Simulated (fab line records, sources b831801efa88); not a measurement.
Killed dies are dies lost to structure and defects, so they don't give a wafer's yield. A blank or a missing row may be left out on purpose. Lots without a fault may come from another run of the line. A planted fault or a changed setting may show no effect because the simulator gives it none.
Which tool did it? | flow gf180mcu | 12 lots, 36 wafers sampled, at 7 steps of a route of 602

WHAT THE GAUGES READ, wafer by wafer
GF_VT_IMPLANT_OVL_MEAS_07. Usual: VT_IMPLANT_OVL 0.1 nm, standard deviation 1.7.
lot  | measured     | on         | VT_IMPLANT_OVL (nm) | flag
L889 | day 5 21:25  | overlay-02 | -4.3 -4.0 -3.3      |
L891 | day 6 08:18  | overlay-02 | 2.3 4.0 2.4         |
L894 | day 7 01:50  | overlay-01 | 0.6 1.4 1.4         |
L902 | day 9 03:01  | overlay-01 | - - -               | OFF
L903 | day 9 10:00  | overlay-01 | - - -               | OFF
L904 | day 9 17:56  | overlay-01 | 1.5 1.9 2.6         |
L905 | day 9 22:47  | overlay-02 | 0.3 0.8 1.3         |
L907 | day 10 13:59 | overlay-02 | -0.2 0.6 0.8        |
L908 | day 10 17:44 | overlay-02 | -0.3 1.4 0.6        |
L909 | day 10 23:06 | overlay-01 | -2.8 -2.3 -2.8      |
L910 | day 11 06:53 | overlay-02 | -1.0 -2.2 -1.4      |
L911 | day 11 14:20 | overlay-01 | -1.9 -0.8 -1.7      |

GF_VT_IMPLANT_TW_MEAS_21. Usual: VT_IMPLANT_2_TW 1207, standard deviation 11.
lot  | measured     | on            | VT_IMPLANT_2_TW | flag
L889 | day 6 12:36  | film_metro-01 | 1193 1202 1194  |
L891 | day 6 23:20  | film_metro-04 | 1217 1214 1213  |
L894 | day 7 17:43  | film_metro-03 | 1198 1202 1204  |
L902 | day 9 20:20  | film_metro-03 | 1243 1239 1235  |
L903 | day 10 04:03 | film_metro-04 | 1257 1248 1248  | OFF
L904 | day 10 12:22 | film_metro-03 | 1193 1200 1196  |
L905 | day 10 16:44 | film_metro-01 | 1207 1205 1212  |
L907 | day 11 08:41 | film_metro-01 | 1208 1205 1209  |
L908 | day 11 12:32 | film_metro-04 | 1220 1221 1223  |
L909 | day 11 18:26 | film_metro-03 | 1197 1195 1202  |
L910 | day 12 01:20 | film_metro-03 | 1198 1200 1204  |
L911 | day 12 09:56 | film_metro-01 | 1198 1199 1195  |

GF_VT_IMPLANT_TW_MEAS_32. Usual: VT_IMPLANT_3_TW 267.4, standard deviation 2.5.
lot  | measured     | on            | VT_IMPLANT_3_TW   | flag
L889 | day 7 03:39  | film_metro-04 | 269.2 268.7 269.6 |
L891 | day 7 14:32  | film_metro-04 | 270.3 269.3 268.4 |
L894 | day 8 10:14  | film_metro-04 | 269.9 270.1 271.0 |
L902 | day 10 14:27 | film_metro-03 | 570.3 569.0 567.9 | OFF
L903 | day 10 22:41 | film_metro-04 | 580.0 580.2 581.3 | OFF
L904 | day 11 07:14 | film_metro-04 | 271.2 270.5 271.1 |
L905 | day 11 11:17 | film_metro-04 | 270.5 270.3 270.3 |
L907 | day 12 03:47 | film_metro-03 | 266.9 265.8 267.1 |
L908 | day 12 07:43 | film_metro-03 | 265.6 264.5 264.6 |
L909 | day 12 14:09 | film_metro-01 | 265.1 265.6 266.1 |
L910 | day 12 21:23 | film_metro-03 | 265.5 266.6 265.9 |
L911 | day 13 06:38 | film_metro-04 | 270.5 269.0 270.7 |

GF_M3_RS_MEAS_05: measures by four-point-probe. Usual: M3_ALCU_RS 0.0696 ohm/sq, standard deviation 0.00068.
lot  | measured     | on            | M3_ALCU_RS (ohm/sq)  | flag
L889 | day 20 16:32 | film_metro-04 | 0.0694 0.0690 0.0693 |
L891 | day 21 12:14 | film_metro-01 | 0.0693 0.0690 0.0697 |
L894 | day 22 17:37 | film_metro-01 | 0.0710 0.0705 0.0702 |
L904 | day 26 03:01 | film_metro-04 | 0.0702 0.0704 0.0707 |
L905 | day 26 05:06 | film_metro-03 | 0.0707 0.0706 0.0700 |
L907 | day 26 21:20 | film_metro-03 | 0.0693 0.0690 0.0682 |
L908 | day 27 01:05 | film_metro-03 | 0.0702 0.0691 0.0696 |
L909 | day 27 10:30 | film_metro-01 | 0.0685 0.0684 0.0684 |
L910 | day 27 17:11 | film_metro-03 | 0.0687 0.0685 0.0688 |
L911 | day 28 05:58 | film_metro-01 | 0.0705 0.0701 0.0703 |

WHICH TOOL RAN EACH LOT (tool, then ch and the chambers of the sampled wafers, then the start)
lot  | GF_VT_IMPLANT_COAT_02             | GF_V1_ETCH_16                      | GF_M3_SPUTTER_00
L889 | litho_track-02 ch 0, day 5 14:32  | rie_diel-02 ch 0,2, day 18 10:14   | pvd_sputter-02, day 20 16:16
L891 | litho_track-02 ch 0, day 6 00:43  | rie_diel-03 ch 1,2,3, day 19 06:13 | pvd_sputter-04, day 21 11:59
L894 | litho_track-02 ch 0, day 6 17:56  | rie_diel-04 ch 0,1,3, day 20 13:32 | pvd_sputter-04, day 22 17:23
L902 | litho_track-02, day 8 18:20       | -                                  | -
L903 | litho_track-02, day 9 01:05       | -                                  | -
L904 | litho_track-02 ch 0, day 9 09:14  | rie_diel-02 ch 0,2,3, day 24 03:11 | pvd_sputter-02, day 26 02:48
L905 | litho_track-02 ch 0, day 9 13:50  | rie_diel-02 ch 1,2,3, day 24 06:05 | pvd_sputter-02, day 26 04:53
L907 | litho_track-04 ch 0, day 10 04:29 | rie_diel-02 ch 1,2,3, day 24 22:59 | pvd_sputter-03, day 26 21:07
L908 | litho_track-04 ch 0, day 10 08:56 | rie_diel-03 ch 0,2,3, day 25 03:11 | pvd_sputter-02, day 27 00:52
L909 | litho_track-02 ch 0, day 10 13:35 | rie_diel-04 ch 0,2,3, day 25 11:59 | pvd_sputter-04, day 27 10:14
L910 | litho_track-04 ch 0, day 10 21:31 | rie_diel-04 ch 2,3, day 25 19:08   | pvd_sputter-03, day 27 16:56
L911 | litho_track-04 ch 0, day 11 05:02 | rie_diel-04 ch 0,3, day 26 08:05   | pvd_sputter-04, day 28 05:41
- GF_VT_IMPLANT_COAT_02: resist thk 1000 nm.
- GF_V1_ETCH_16: etches BARC in N2/H2.
- GF_M3_SPUTTER_00: material Ti, target thk 37.5 nm, time 150 s.

WHAT THE TOOLS THEMSELVES READ (means of the sampled wafers that have a number; where no wafer has one, the mark that the record gives instead)
GF_VT_IMPLANT_COAT_02. Usual: chill_plate_temp_C 23.00 C, standard deviation 0.11; dispense_pressure_kPa 50.0 kPa, standard deviation 1.3; spin_speed_rpm 3000.0 rpm, standard deviation 1.9.
lot  | tool           | chill_plate_temp_C (C) | dispense_pressure_kPa (kPa) | spin_speed_rpm (rpm) | flag
L889 | litho_track-02 | 23.02                  | 49.9                        | 3002.3               |
L891 | litho_track-02 | 22.95                  | 49.8                        | 2997.8               |
L894 | litho_track-02 | 23.00                  | 49.9                        | 2998.4               |
L902 | litho_track-02 | -                      | -                           | -                    | OFF
L903 | litho_track-02 | -                      | -                           | -                    | OFF
L904 | litho_track-02 | 23.08                  | 49.9                        | 2997.8               |
L905 | litho_track-02 | 23.06                  | 49.9                        | 2997.8               |
L907 | litho_track-04 | 22.96                  | 51.3                        | 2998.5               |
L908 | litho_track-04 | 23.05                  | 51.3                        | 2999.5               |
L909 | litho_track-02 | 23.02                  | 49.8                        | 3000.8               |
L910 | litho_track-04 | 22.92                  | 51.3                        | 3001.0               |
L911 | litho_track-04 | 22.95                  | 51.3                        | 2997.9               |

GF_V1_ETCH_16. Usual: drypump_motor_current_A 5.4 A, standard deviation 0.58; oes_product_au 0.855 a.u., standard deviation 0.0046; throttle_valve_pct 13.225 %, standard deviation 0.009.
lot  | tool        | drypump_motor_current_A (A) | oes_product_au (a.u.) | throttle_valve_pct (%) | flag
L889 | rie_diel-02 | 5.4                         | 0.854                 | 13.220                 |
L891 | rie_diel-03 | 6.3                         | 0.850                 | 13.231                 |
L894 | rie_diel-04 | 5.2                         | 0.857                 | 13.227                 |
L904 | rie_diel-02 | 5.5                         | 0.858                 | 13.237                 |
L905 | rie_diel-02 | 5.4                         | 0.858                 | 13.224                 |
L907 | rie_diel-02 | 5.4                         | 0.855                 | 13.222                 |
L908 | rie_diel-03 | 6.1                         | 0.853                 | 13.231                 |
L909 | rie_diel-04 | 4.9                         | 0.851                 | 13.237                 |
L910 | rie_diel-04 | 4.8                         | 0.851                 | 13.226                 |
L911 | rie_diel-04 | 5.0                         | 0.853                 | 13.231                 |

GF_M3_SPUTTER_00. Usual: throttle_valve_pct 29.9 %, standard deviation 0.97.
lot  | tool           | throttle_valve_pct (%) | flag
L889 | pvd_sputter-02 | 30.2                   |
L891 | pvd_sputter-04 | 30.6                   |
L894 | pvd_sputter-04 | 30.7                   |
L904 | pvd_sputter-02 | 29.8                   |
L905 | pvd_sputter-02 | 29.7                   |
L907 | pvd_sputter-03 | 30.0                   |
L908 | pvd_sputter-02 | 29.6                   |
L909 | pvd_sputter-04 | 31.0                   |
L910 | pvd_sputter-03 | 30.1                   |
L911 | pvd_sputter-04 | 31.0                   |

THE ANSWER, worked out from the rows above alone
Rule: a lot is off if the mean of its wafers that have a number lies more than 3 standard deviations from the usual mean. A lot without any number at a reading at which 4 lots or more have one is off too. The other lots that the step has rows for count as sound. The gauges are gone through in route order, then the tools' own readings, and for those a lot's mean is taken as printed above. The first step at which some lot is off is used, and at that step the reading that is off furthest; a lot without a number counts as furthest.
Off: L902, L903, at GF_VT_IMPLANT_OVL_MEAS_07 (VT_IMPLANT_OVL). Without a number there: L902, L903.
A tool fits if, at a process step before that reading, it ran every lot that is off, and no sound lot after the first of them. The gauges at GF_VT_IMPLANT_OVL_MEAS_07 aren't tried: what is off there is off at GF_VT_IMPLANT_TW_MEAS_32 too, on other tools, and a gauge's error can't cause that. None of those tried fits.

WHAT THE SIMULATOR HAD PUT IN
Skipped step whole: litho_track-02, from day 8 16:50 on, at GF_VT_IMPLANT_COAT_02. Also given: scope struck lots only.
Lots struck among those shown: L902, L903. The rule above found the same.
